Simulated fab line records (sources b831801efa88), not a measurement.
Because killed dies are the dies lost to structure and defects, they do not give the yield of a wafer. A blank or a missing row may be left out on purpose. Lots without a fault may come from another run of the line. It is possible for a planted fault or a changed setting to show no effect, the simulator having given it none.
Matching of chambers -- flow gf180mcu -- pecvd-02 running GF_CONTACT_CVD_02: 3 sister chambers
The step deposits SiO2 from TEOS, target thk 860 nm, time 95.992 s. 6 wafers are shown with their chamber, then 10 later ones without.

== WAFERS, EACH WITH ITS CHAMBER ==
wafer,chamber,heater-power-w (W)
L587.6,0,614
L588.1,1,787
L588.4,0,588
L588.6,2,574
L589.2,1,707
L589.3,2,606

== WAFERS WITH NO CHAMBER GIVEN ==
wafer,heater-power-w (W)
L589.6,601
L597.2,533
L597.4,785
L597.6,511
L598.1,600
L598.3,720
L598.5,796
L599.2,809
L599.4,504
L599.5,638

== WHICH CHAMBER EACH WENT THROUGH ==
wafer,from the rows above,in truth
L589.6,can't be placed: 0 or 2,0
L597.2,can't be placed: 2 or 0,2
L597.4,1,1
L597.6,can't be placed: 2 or 0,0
L598.1,can't be placed: 0 or 2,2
L598.3,1,1
L598.5,1,1
L599.2,1,1
L599.4,can't be placed: 2 or 0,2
L599.5,can't be placed: 0 or 2 or 1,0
4 of 10 placed correctly. Can't be placed from these rows: 6 (the true chamber is among the candidates in 6). Placed wrongly: 0.
How it was worked out, from the rows above alone: a wafer's distance from a chamber is the root of the sum, over the readings, of the square of ((its reading less the chamber's mean) divided by the reading's scatter). If the next closest chamber is less than 2 further off than the closest, the wafer can't be placed; otherwise it belongs to the closest. For every chamber, the mean is computed from those of its wafers that are shown. How the scatter is found: for the shown wafers, subtract from each reading the mean of its chamber, square and add these, divide the total by (wafers less chambers), then take the root.
